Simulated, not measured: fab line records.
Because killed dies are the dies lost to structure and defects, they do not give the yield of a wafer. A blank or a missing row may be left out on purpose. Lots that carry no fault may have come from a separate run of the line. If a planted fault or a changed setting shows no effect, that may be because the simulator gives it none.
Comparing a struck lot with a sound one | flow sky130 | 32 steps out of a route of 708
Sound: wafers L331.1, L331.2, L331.3. Struck: wafers L348.2, L348.3. (L348.1 of the same lot was not struck and is left out.) The cause comes at the end.
Each step with rows lists, per side, the tool, then ch with its chambers, then its first start. Under that, the readings that differ: sound wafers | struck wafers | difference of the means | sigmas: that difference in standard deviations of wafers without a fault.
alike: words and numbers the same on both sides, and readings whose means are apart by under 2 such deviations; not compared: readings that were withheld, readings missing a value for some wafer, numbers with overlapping values and no deviation given by the record, and bounds like >300 which may hide the same value.
Wherever a step has rows on one side only, a row that says differs or no value, or a row with sigmas, the two part there. When numbers do not overlap yet have no deviation, they are printed without sigmas and do not part them. A reading that every wafer of one side lacks parts them only if that side has two wafers or more.

first, 3 steps without rows for these wafers: SKY_CONTACT_STRIP_20 (strips in post etch residue remover, time 1200 s); SKY_CONTACT_CLEAN_21 (cleans in IPA, time 180 s); SKY_CONTACT_CLEAN_22 (cleans in O3/DIW).
SKY_CONTACT_SPUTTER_23: material TiN, target thk 20 nm, time 80 s.
  sound on pvd-sputter-02, day 32 04:08; struck on pvd-sputter-04, day 38 00:52
  alike: throttle-valve-pct
then, 1 step without rows for these wafers: SKY_CONTACT_CVD_24 (deposits W, target thk 340 nm, time 102.12 s).
SKY_CONTACT_RS_MEAS_25: measures by four-point-probe.
  sound on film-metro-01, day 32 04:18; struck on film-metro-01, day 38 01:02
  alike: CONTACT_W_RS
SKY_CONTACT_THK_MEAS_26: measures by xrf.
  sound on film-metro-01, day 32 04:25; struck on film-metro-01, day 38 01:09
  alike: CONTACT_W_THK
SKY_CONTACT_CMP_27: polishes, stops on SiO2, t overpolish 15 s, target thk 0 nm.
  sound on cmp-02 ch 0,1,2, day 32 07:06; struck on cmp-01 ch 2,3, day 38 01:16
  alike: motor-current-A, overpolish-run-s, time-to-endpoint-s
then, 4 steps without rows for these wafers: SKY_METAL1_SPUTTER_00 (material Ti, target thk 15 nm, time 10 s); SKY_METAL1_SPUTTER_01 (material TiN, target thk 20 nm, time 16.7 s); SKY_METAL1_SPUTTER_02 (material AlCu, target thk 250 nm, time 13.3 s); SKY_METAL1_SPUTTER_03 (material Ti, target thk 5 nm, time 3.3 s).
SKY_METAL1_SPUTTER_04: material TiN, target thk 70 nm, time 58.3 s.
  sound on pvd-sputter-01, day 32 07:29; struck on pvd-sputter-02, day 38 01:37
  reading                                    | sound             | struck      | difference | sigmas
  model.TiN_of_METAL1_SPUTTER_04.thk-nm (nm) | 69.36 69.03 69.33 | 82.66 82.42 | +13.30     |
  alike: throttle-valve-pct
SKY_METAL1_RS_MEAS_05: measures by four-point-probe.
  sound on film-metro-01, day 32 07:32; struck on film-metro-01, day 38 01:39
  alike: METAL1_ALCU_RS
SKY_METAL1_THK_MEAS_06: measures by xrf.
  sound on film-metro-01, day 32 07:40; struck on film-metro-01, day 38 01:46
  alike: METAL1_ALCU_THK
then, 8 steps without rows for these wafers: SKY_METAL1_DEHYDRATE_07 (time 60 s); SKY_METAL1_HMDS_08 (prime time 60 s); SKY_METAL1_COAT_09 (resist thk 60 nm); SKY_METAL1_COAT_10 (resist thk 450 nm); SKY_METAL1_SOFTBAKE_11 (time 90 s); SKY_METAL1_EXPOSE_12 (exposes mask MM1, target cd 140 nm); SKY_METAL1_PEB_13; SKY_METAL1_DEVELOP_14 (develop time 60 s).
SKY_METAL1_CD_MEAS_15: the cd target is 140 nm.
  sound on cd-sem-01, day 33 10:40; struck on cd-sem-01, day 39 03:06
  reading    | sound             | struck      | difference | sigmas
  cd-nm (nm) | 141.8 142.6 142.9 | 138.4 138.6 | -3.9       | -2
SKY_METAL1_OVL_MEAS_16:
  sound on overlay-01, day 33 10:47; struck on overlay-01, day 39 03:13
  alike: METAL1_OVL
SKY_METAL1_DESCUM_17: chemistry O2, time 8 s.
  sound on rie-metal-03 ch 0,1, day 33 10:49; struck on rie-metal-04 ch 1, day 39 03:16
  alike: drypump-motor-current-A, he-backside-leak-sccm, oes-product-au
  not compared: rf-hours-counter-h
SKY_METAL1_ETCH_18: etches BARC in N2/H2, stops on SiO2, time 45.9 s, target depth 60 nm.
  sound on rie-metal-03 ch 0,1, day 33 10:51; struck on rie-metal-04 ch 1, day 39 03:17
  alike: drypump-motor-current-A, h2-flow-sccm, he-backside-leak-sccm, oes-product-au, throttle-valve-pct
  not compared: rf-hours-counter-h
SKY_METAL1_METAL_ETCH_19: etches the open film in Cl2/BCl3, stops on SiO2, target depth 360 nm, time 78 s.
  sound on rie-metal-03 ch 0,1, day 33 10:55; struck on rie-metal-04 ch 1, day 39 03:21
  alike: drypump-motor-current-A, he-backside-leak-sccm, oes-product-au, throttle-valve-pct
  not compared: rf-hours-counter-h
then, 1 step without rows for these wafers: SKY_METAL1_STRIP_20 (strips in O2/N2).
SKY_METAL1_STRIP_21: strips in post etch residue remover, time 1200 s.
  sound on wet-bench-04 ch 0, day 33 11:06; struck on wet-bench-01 ch 3, day 39 03:32
  reading                                    | sound             | struck   | difference | sigmas
  model.TiN_of_METAL1_SPUTTER_04.thk-nm (nm) | 68.94 68.61 68.91 | 82.25 82 | +13.31     |
then, 1 step without rows for these wafers: SKY_METAL1_CLEAN_22 (cleans in IPA, time 180 s).
-- the record jumps here: 11 days lie between the struck wafers' starts before and after (it left off in module METAL1 and takes up again in module PAD_OPEN, whose first step shown is number 708 of the route) --
SKY_PAD_OPEN_PROBE_99:
  sound on prober-01, day 46 08:07; struck on prober-02, day 50 12:28
  alike: defect-limited-yield, killed_at_M0_to_M3, killed_at_M4_up, killed-at-contacts, killed-at-front-end, killed-at-other, killed-dies, killed-open, killed-short, sort_bin_3_pad_short, sort_bin_5_function, sort_bin_6_memory, sort-n-pass, sort-yield-pct

## WHERE THEY PART
Only at SKY_METAL1_CD_MEAS_15, as far as this record shows. Later steps at which nothing parts them and some readings are alike: SKY_METAL1_OVL_MEAS_16, SKY_METAL1_DESCUM_17, SKY_METAL1_ETCH_18, SKY_METAL1_METAL_ETCH_19, SKY_PAD_OPEN_PROBE_99.

WHY: what had been put in by the simulator
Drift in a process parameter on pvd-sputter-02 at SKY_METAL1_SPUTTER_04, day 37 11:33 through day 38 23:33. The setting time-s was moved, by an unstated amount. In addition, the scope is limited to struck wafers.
